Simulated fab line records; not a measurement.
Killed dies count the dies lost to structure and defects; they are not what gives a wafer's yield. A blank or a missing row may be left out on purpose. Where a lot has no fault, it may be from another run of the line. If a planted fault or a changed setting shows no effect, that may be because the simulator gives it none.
The tool behind it: which one? -- flow sky130 -- 24 lots, 72 wafers sampled, at 6 steps of a route of 708

## WHAT EACH GAUGE READ, for each wafer
SKY_VIA2_RS_MEAS_22: uses a four-point probe to measure. Usual: VIA2_W_RS typically reads 0.272 ohm/sq, with standard deviation 0.0035.
lot,measured,on,VIA2_W_RS (ohm/sq),flag
L074,day 36 13:31,filmMetro-02,0.270 0.274 0.275,
L075,day 36 17:21,filmMetro-02,0.275 0.272 0.271,
L076,day 37 02:04,filmMetro-01,0.276 0.268 0.275,
L077,day 37 06:57,filmMetro-03,0.271 0.275 0.271,
L078,day 37 19:26,filmMetro-01,0.266 0.266 0.271,
L080,day 38 09:26,filmMetro-02,0.274 0.268 0.275,
L079,day 38 13:36,filmMetro-02,0.276 0.277 0.280,
L081,day 38 22:13,filmMetro-01,0.271 0.267 0.266,
L082,day 39 07:51,filmMetro-03,0.272 0.272 0.272,
L083,day 39 17:07,filmMetro-01,0.273 0.274 0.274,
L085,day 39 20:34,filmMetro-02,0.265 0.272 0.272,
L084,day 39 21:24,filmMetro-02,0.269 0.271 0.270,
L086,day 40 11:42,filmMetro-01,0.270 0.269 0.270,
L087,day 40 20:52,filmMetro-02,0.262 0.264 0.265,
L088,day 40 22:32,filmMetro-03,0.276 0.276 0.271,
L089,day 41 05:03,filmMetro-02,0.270 0.275 0.274,
L090,day 41 14:32,filmMetro-02,0.274 0.275 0.271,
L091,day 41 14:37,filmMetro-01,0.271 0.271 0.274,
L092,day 41 22:22,filmMetro-01,0.273 0.278 0.277,
L093,day 42 08:17,filmMetro-01,0.275 0.272 0.273,
L094,day 42 19:17,filmMetro-01,0.279 0.274 0.271,
L095,day 42 22:56,filmMetro-03,0.273 0.268 0.273,
L097,day 43 00:43,filmMetro-01,0.269 0.270 0.277,
L096,day 43 02:58,filmMetro-02,0.276 0.271 0.274,

SKY_CAPM_THK_MEAS_01. Usual: CAPM_CVD_00_THK typically reads 15.50 nm, with standard deviation 0.21.
lot,measured,on,CAPM_CVD_00_THK (nm),flag
L074,day 36 14:25,filmMetro-04,15.37 15.21 15.76,
L075,day 36 18:01,filmMetro-03,15.30 15.75 15.56,
L076,day 37 02:41,filmMetro-03,15.27 15.40 15.36,
L077,day 37 07:37,filmMetro-01,15.21 15.55 15.32,
L078,day 37 20:05,filmMetro-01,15.54 15.88 15.62,
L080,day 38 10:05,filmMetro-01,15.64 15.44 15.76,
L079,day 38 14:16,filmMetro-04,15.42 15.64 15.62,
L081,day 38 22:53,filmMetro-01,15.57 15.30 15.38,
L082,day 39 08:39,filmMetro-03,15.60 15.41 15.51,
L083,day 39 17:46,filmMetro-01,15.29 15.62 15.72,
L085,day 39 21:28,filmMetro-04,15.76 15.66 15.69,
L084,day 39 22:04,filmMetro-04,15.23 15.20 15.54,
L086,day 40 12:22,filmMetro-04,15.39 15.29 15.65,
L087,day 40 21:40,filmMetro-01,15.72 15.83 15.83,
L088,day 40 23:12,filmMetro-04,15.33 15.42 15.42,
L089,day 41 05:43,filmMetro-01,15.49 15.35 15.62,
L090,day 41 15:11,filmMetro-01,15.28 15.28 15.52,
L091,day 41 15:15,filmMetro-04,15.54 15.50 15.82,
L092,day 41 22:59,filmMetro-01,15.59 15.44 15.36,
L093,day 42 08:55,filmMetro-01,15.15 15.61 15.77,
L094,day 42 19:55,filmMetro-04,15.40 15.42 15.44,
L095,day 42 23:35,filmMetro-04,15.53 15.67 15.59,
L097,day 43 01:23,filmMetro-04,15.01 15.30 15.11,
L096,day 43 03:38,filmMetro-01,15.77 15.74 15.54,

SKY_CAPM_THK_MEAS_04: measures by xrf. Usual: CAPM_TIN_THK typically reads 200.0 nm, with standard deviation 1.7.
lot,measured,on,CAPM_TIN_THK (nm),flag
L074,day 36 14:43,filmMetro-04,202.1 200.8 201.7,
L075,day 36 18:17,filmMetro-04,199.5 198.0 200.4,
L076,day 37 02:59,filmMetro-04,199.8 198.5 199.2,
L077,day 37 07:54,filmMetro-03,200.4 200.2 200.2,
L078,day 37 20:23,filmMetro-04,201.2 199.8 202.1,
L080,day 38 10:22,filmMetro-04,198.8 198.7 198.5,
L079,day 38 14:34,filmMetro-03,198.3 198.8 198.5,
L081,day 38 23:10,filmMetro-01,201.6 200.7 199.8,
L082,day 39 08:56,filmMetro-04,200.2 199.3 200.6,
L083,day 39 18:03,filmMetro-03,201.9 201.1 200.3,
L085,day 39 21:46,filmMetro-03,198.3 198.0 198.2,
L084,day 39 22:21,filmMetro-01,200.2 200.5 199.8,
L086,day 40 12:39,filmMetro-01,200.2 201.2 199.3,
L087,day 40 21:57,filmMetro-01,200.4 200.3 198.4,
L088,day 40 23:29,filmMetro-01,201.3 199.9 201.4,
L089,day 41 06:00,filmMetro-04,197.2 196.7 198.4,
L090,day 41 15:28,filmMetro-01,199.0 195.9 196.7,
L091,day 41 15:32,filmMetro-04,197.4 197.1 197.5,
L092,day 41 23:16,filmMetro-03,202.0 201.1 203.5,
L093,day 42 09:13,filmMetro-03,203.2 201.9 203.9,
L094,day 42 20:13,filmMetro-01,198.9 202.5 200.3,
L095,day 42 23:52,filmMetro-04,200.1 202.1 201.6,
L097,day 43 01:41,filmMetro-01,200.3 199.2 197.8,
L096,day 43 03:56,filmMetro-03,198.9 200.5 200.9,

SKY_VIA3_THK_MEAS_01. Usual: VIA3_HDPCVD_THK typically reads 1638 nm, with standard deviation 14.
lot,measured,on,VIA3_HDPCVD_THK (nm),flag
L074,day 38 20:16,filmMetro-03,1646 1639 1657,
L075,day 38 23:14,filmMetro-03,1635 1655 1645,
L076,day 39 07:50,filmMetro-02,1643 1640 1633,
L077,day 39 12:31,filmMetro-03,1634 1618 1649,
L078,day 40 00:14,filmMetro-03,1653 1642 1644,
L080,day 40 14:08,filmMetro-04,1627 1641 1633,
L079,day 40 18:16,filmMetro-04,1631 1640 1653,
L081,day 41 02:28,filmMetro-02,1638 1633 1627,
L082,day 41 11:33,filmMetro-03,1625 1653 1633,
L083,day 41 20:55,filmMetro-02,1651 1645 1625,
L085,day 41 23:49,filmMetro-02,1650 1639 1663,
L084,day 42 01:10,filmMetro-02,1641 1643 1661,
L086,day 42 14:45,filmMetro-02,1604 1634 1643,
L087,day 42 22:40,filmMetro-03,1617 1641 1639,
L088,day 43 00:19,filmMetro-02,1637 1662 1623,
L089,day 43 07:29,filmMetro-03,1635 1602 1626,
L090,day 43 15:07,filmMetro-04,1654 1636 1632,
L091,day 43 15:47,filmMetro-04,1609 1625 1613,
L092,day 43 22:53,filmMetro-02,1617 1625 1621,
L093,day 44 08:10,filmMetro-02,1649 1649 1637,
L094,day 44 19:57,filmMetro-02,1643 1641 1645,
L095,day 44 22:44,filmMetro-03,1657 1652 1657,
L097,day 45 00:46,filmMetro-03,1630 1630 1613,
L096,day 45 02:28,filmMetro-04,1629 1627 1648,

## EACH LOT AND THE TOOL THAT RAN IT (in order: tool; ch and the chambers of the sampled wafers; start)
lot,SKY_METAL2_SPUTTER_03,SKY_METAL3_ETCH_17
L074,"pvdSputter-01, day 34 05:48","rieDiel-02 ch 0,3, day 38 19:17"
L075,"pvdSputter-03, day 34 10:35","rieDiel-02 ch 1,2, day 38 22:16"
L076,"pvdSputter-01, day 34 18:57","rieDiel-04 ch 1,2, day 39 06:51"
L077,"pvdSputter-04, day 35 00:25","rieDiel-04 ch 1,2,3, day 39 11:32"
L078,"pvdSputter-03, day 35 13:13","rieDiel-04 ch 1,3, day 39 23:16"
L080,"pvdSputter-01, day 36 02:44","rieDiel-03 ch 0,1,2, day 40 13:10"
L079,"pvdSputter-01, day 36 06:50","rieDiel-03 ch 0,1,3, day 40 17:18"
L081,"pvdSputter-01, day 36 16:36","rieDiel-04 ch 0,2,3, day 41 01:30"
L082,"pvdSputter-03, day 37 02:33","rieDiel-02 ch 0,3, day 41 10:32"
L083,"pvdSputter-01, day 37 11:47","rieDiel-02 ch 0,1, day 41 19:55"
L085,"pvdSputter-04, day 37 15:13","rieDiel-04 ch 0,1, day 41 22:46"
L084,"pvdSputter-03, day 37 15:50","rieDiel-04 ch 0,1,2, day 42 00:09"
L086,"pvdSputter-01, day 38 07:32","rieDiel-02 ch 0,1,2, day 42 13:45"
L087,"pvdSputter-04, day 38 15:49","rieDiel-02 ch 2,3, day 42 21:36"
L088,"pvdSputter-01, day 38 17:16","rieDiel-04 ch 0,1, day 42 23:16"
L089,"pvdSputter-04, day 39 01:07","rieDiel-02 ch 0,1,3, day 43 06:31"
L090,"pvdSputter-03, day 39 11:29","rieDiel-04 ch 0,1, day 43 14:09"
L091,"pvdSputter-01, day 39 11:47","rieDiel-03 ch 0,2,3, day 43 14:49"
L092,"pvdSputter-01, day 39 18:15","rieDiel-03 ch 1,2,3, day 43 21:52"
L093,"pvdSputter-04, day 40 05:17","rieDiel-02 ch 0,1,2, day 44 07:11"
L094,"pvdSputter-01, day 40 17:40","rieDiel-04 ch 0,1,3, day 44 18:34"
L095,"pvdSputter-01, day 40 20:35","rieDiel-03 ch 0,2,3, day 44 21:10"
L097,"pvdSputter-01, day 40 22:54","rieDiel-04 ch 0,3, day 44 23:48"
L096,"pvdSputter-03, day 41 02:05","rieDiel-04 ch 1,2, day 45 01:25"
- SKY_METAL2_SPUTTER_03: material Ti, target thk 5 nm, time 3.3 s.
- SKY_METAL3_ETCH_17: etches SiO2 in C4F8/O2/Ar, stops on TiN, time 3.9 s, target depth 15 nm.

## WHAT THE TOOLS THEMSELVES READ (means of the sampled wafers that have a number; where no wafer has one, the mark that the record gives instead)
SKY_METAL2_SPUTTER_03. Usual: chamberPressurePa 0.4000 Pa, standard deviation 0.00085; throttleValvePct 29.7 %, standard deviation 1.
lot,tool,chamberPressurePa (Pa),throttleValvePct (%),flag
L074,pvdSputter-01,0.3982,28.9,
L075,pvdSputter-03,0.3999,29.8,
L076,pvdSputter-01,0.4005,29.1,
L077,pvdSputter-04,0.3999,31.0,
L078,pvdSputter-03,0.4002,29.7,
L080,pvdSputter-01,0.3994,29.5,
L079,pvdSputter-01,0.4004,29.3,
L081,pvdSputter-01,0.3990,29.1,
L082,pvdSputter-03,0.4003,29.2,
L083,pvdSputter-01,0.4003,30.2,
L085,pvdSputter-04,0.4003,30.2,
L084,pvdSputter-03,0.4003,29.4,
L086,pvdSputter-01,0.4007,29.7,
L087,pvdSputter-04,0.3992,31.2,
L088,pvdSputter-01,0.3996,29.4,
L089,pvdSputter-04,0.4000,30.9,
L090,pvdSputter-03,0.3995,29.1,
L091,pvdSputter-01,0.4003,29.3,
L092,pvdSputter-01,0.4003,28.7,
L093,pvdSputter-04,0.4000,30.3,
L094,pvdSputter-01,0.3992,30.0,
L095,pvdSputter-01,0.3994,29.8,
L097,pvdSputter-01,0.4007,29.4,
L096,pvdSputter-03,0.3997,29.7,

SKY_METAL3_ETCH_17. Usual: oesProductAu reads 0.754 a.u. (standard deviation 0.0069).
lot,tool,oesProductAu (a.u.),flag
L074,rieDiel-02,0.758,
L075,rieDiel-02,0.753,
L076,rieDiel-04,0.752,
L077,rieDiel-04,0.749,
L078,rieDiel-04,0.759,
L080,rieDiel-03,0.755,
L079,rieDiel-03,0.758,
L081,rieDiel-04,0.748,
L082,rieDiel-02,0.756,
L083,rieDiel-02,0.756,
L085,rieDiel-04,0.761,
L084,rieDiel-04,0.751,
L086,rieDiel-02,0.748,
L087,rieDiel-02,0.756,
L088,rieDiel-04,0.746,
L089,rieDiel-02,0.754,
L090,rieDiel-04,0.749,
L091,rieDiel-03,0.756,
L092,rieDiel-03,0.755,
L093,rieDiel-02,0.752,
L094,rieDiel-04,0.755,
L095,rieDiel-03,0.754,
L097,rieDiel-04,0.744,
L096,rieDiel-04,0.760,

## THE ANSWER, worked out from the rows above alone
Rule: take the mean of a lot's wafers that have a number; if it is more than 3 standard deviations from the usual mean, the lot is off. A lot without any number at a reading at which 4 lots or more have one is off too. All remaining lots with rows at the step are treated as sound. First the gauges in route order, then the tools' own readings, where a lot's mean is used as printed above. At the first step where some lot is off, the reading lying furthest off is the one used; lots without a number count as furthest.
Nothing can be told from this: no lot is off at any reading shown.

## WHAT WAS PUT IN BY THE SIMULATOR
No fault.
